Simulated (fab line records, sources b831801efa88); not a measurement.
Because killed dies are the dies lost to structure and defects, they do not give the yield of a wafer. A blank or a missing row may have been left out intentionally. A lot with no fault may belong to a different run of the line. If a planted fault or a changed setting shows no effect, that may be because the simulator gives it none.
Shared-tool check || flow gf180mcu || Lots sampled 13, wafers sampled 39

== THE REASON FOR OPENING IT ==
3 of 13 lots carry a flag on the reading DNWELL_TW at GF_DNWELL_TW_MEAS_09. Wafers without a fault read 1357, standard deviation 10.
Rule: a lot gets a flag if all its wafers with a number sit over 4 standard deviations from that mean, or if no wafer of it has a number. The other lots count as sound.

{"lot": "L308", "measured": "day 2 19:41", "on": "film-metro-02", "DNWELL_TW, wafer by wafer": "1349 1341 1351", "flag": ""}
{"lot": "L309", "measured": "day 3 00:41", "on": "film-metro-01", "DNWELL_TW, wafer by wafer": "1369 1375 1382", "flag": ""}
{"lot": "L310", "measured": "day 3 05:14", "on": "film-metro-01", "DNWELL_TW, wafer by wafer": "1364 1368 1365", "flag": ""}
{"lot": "L314", "measured": "day 4 01:58", "on": "film-metro-01", "DNWELL_TW, wafer by wafer": "1369 1363 1367", "flag": ""}
{"lot": "L315", "measured": "day 4 07:44", "on": "film-metro-04", "DNWELL_TW, wafer by wafer": "1356 1362 1370", "flag": ""}
{"lot": "L317", "measured": "day 4 22:13", "on": "film-metro-04", "DNWELL_TW, wafer by wafer": "1363 1365 1368", "flag": ""}
{"lot": "L318", "measured": "day 5 07:32", "on": "film-metro-04", "DNWELL_TW, wafer by wafer": "1350 1356 1363", "flag": ""}
{"lot": "L324", "measured": "day 6 09:22", "on": "film-metro-04", "DNWELL_TW, wafer by wafer": "1466 1473 1473", "flag": "FLAGGED"}
{"lot": "L325", "measured": "day 6 15:58", "on": "film-metro-01", "DNWELL_TW, wafer by wafer": "1469 1471 1471", "flag": "FLAGGED"}
{"lot": "L326", "measured": "day 6 18:36", "on": "film-metro-02", "DNWELL_TW, wafer by wafer": "1456 1463 1458", "flag": "FLAGGED"}
{"lot": "L327", "measured": "day 7 00:08", "on": "film-metro-02", "DNWELL_TW, wafer by wafer": "1360 1363 1360", "flag": ""}
{"lot": "L328", "measured": "day 7 05:17", "on": "film-metro-04", "DNWELL_TW, wafer by wafer": "1353 1345 1343", "flag": ""}
{"lot": "L329", "measured": "day 7 17:16", "on": "film-metro-02", "DNWELL_TW, wafer by wafer": "1363 1355 1352", "flag": ""}
On average the flagged lots' numbers are 1467, which is +110 against the usual, or +11 standard deviations.

== LOT BY LOT: THE TOOL USED ==
The record holds 1 process step before the reading, out of a route of 602 steps. Cell contents, in order: the tool; ch with the chambers the sampled wafers went through; the start.
{"lot": "L308", "flag": "", "GF_DNWELL_IMPLANT_07": "implanter-04 ch 0, day 2 19:26"}
{"lot": "L309", "flag": "", "GF_DNWELL_IMPLANT_07": "implanter-02 ch 0, day 3 00:26"}
{"lot": "L310", "flag": "", "GF_DNWELL_IMPLANT_07": "implanter-04 ch 0, day 3 04:59"}
{"lot": "L314", "flag": "", "GF_DNWELL_IMPLANT_07": "implanter-01 ch 0, day 4 01:44"}
{"lot": "L315", "flag": "", "GF_DNWELL_IMPLANT_07": "implanter-04 ch 0, day 4 07:31"}
{"lot": "L317", "flag": "", "GF_DNWELL_IMPLANT_07": "implanter-01 ch 0, day 4 21:59"}
{"lot": "L318", "flag": "", "GF_DNWELL_IMPLANT_07": "implanter-04 ch 0, day 5 07:17"}
{"lot": "L324", "flag": "FLAGGED", "GF_DNWELL_IMPLANT_07": "implanter-04 ch 0, day 6 09:08"}
{"lot": "L325", "flag": "FLAGGED", "GF_DNWELL_IMPLANT_07": "implanter-04 ch 0, day 6 15:43"}
{"lot": "L326", "flag": "FLAGGED", "GF_DNWELL_IMPLANT_07": "implanter-04 ch 0, day 6 18:23"}
{"lot": "L327", "flag": "", "GF_DNWELL_IMPLANT_07": "implanter-02 ch 0, day 6 23:55"}
{"lot": "L328", "flag": "", "GF_DNWELL_IMPLANT_07": "implanter-02 ch 0, day 7 05:04"}
{"lot": "L329", "flag": "", "GF_DNWELL_IMPLANT_07": "implanter-02 ch 0, day 7 17:02"}
What these steps do:
- GF_DNWELL_IMPLANT_07
- GF_DNWELL_TW_MEAS_09

== FLAGGED OVER TOTAL, TOOL BY TOOL (the gauges that took the reading come last) ==
{"step": "GF_DNWELL_IMPLANT_07", "tool": "implanter-01", "lots run": 2, "flagged": 0, "share of the flagged lots": "none", "sound lots run after its first flagged lot": "-"}
{"step": "GF_DNWELL_IMPLANT_07", "tool": "implanter-02", "lots run": 4, "flagged": 0, "share of the flagged lots": "none", "sound lots run after its first flagged lot": "-"}
{"step": "GF_DNWELL_IMPLANT_07", "tool": "implanter-04", "lots run": 7, "flagged": 3, "share of the flagged lots": "all", "sound lots run after its first flagged lot": 0}
{"step": "GF_DNWELL_TW_MEAS_09", "tool": "film-metro-01", "lots run": 4, "flagged": 1, "share of the flagged lots": "some", "sound lots run after its first flagged lot": 0}
{"step": "GF_DNWELL_TW_MEAS_09", "tool": "film-metro-02", "lots run": 4, "flagged": 1, "share of the flagged lots": "some", "sound lots run after its first flagged lot": "2 (L327,L329)"}
{"step": "GF_DNWELL_TW_MEAS_09", "tool": "film-metro-04", "lots run": 5, "flagged": 1, "share of the flagged lots": "some", "sound lots run after its first flagged lot": "1 (L328)"}

== WHAT IS ALLOWED BY THE TABLE ==
1 row of the table ran every flagged lot: implanter-04 at GF_DNWELL_IMPLANT_07.
- implanter-04 at GF_DNWELL_IMPLANT_07: 3 of its 7 lots flagged. A fault beginning between L318 (day 5 07:17), its last sound lot, and L324 (day 6 09:08), its first flagged one, fits the data. Its own readings (beam-on-s, end-station-pressure-torr, faraday-current-uA) fall more than 4 standard deviations out on all wafers of the flagged lots.
What remains is a single tool, implanter-04 at GF_DNWELL_IMPLANT_07.

== WHAT THE SIMULATOR HAD PUT IN ==
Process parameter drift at GF_DNWELL_IMPLANT_07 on implanter-04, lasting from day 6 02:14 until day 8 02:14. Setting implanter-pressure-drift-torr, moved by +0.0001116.
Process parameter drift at GF_DNWELL_IMPLANT_07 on implanter-04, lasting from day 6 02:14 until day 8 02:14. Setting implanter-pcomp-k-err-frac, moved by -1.
Shown lots that were struck: L324, L325, L326. This agrees with what the rule above found.
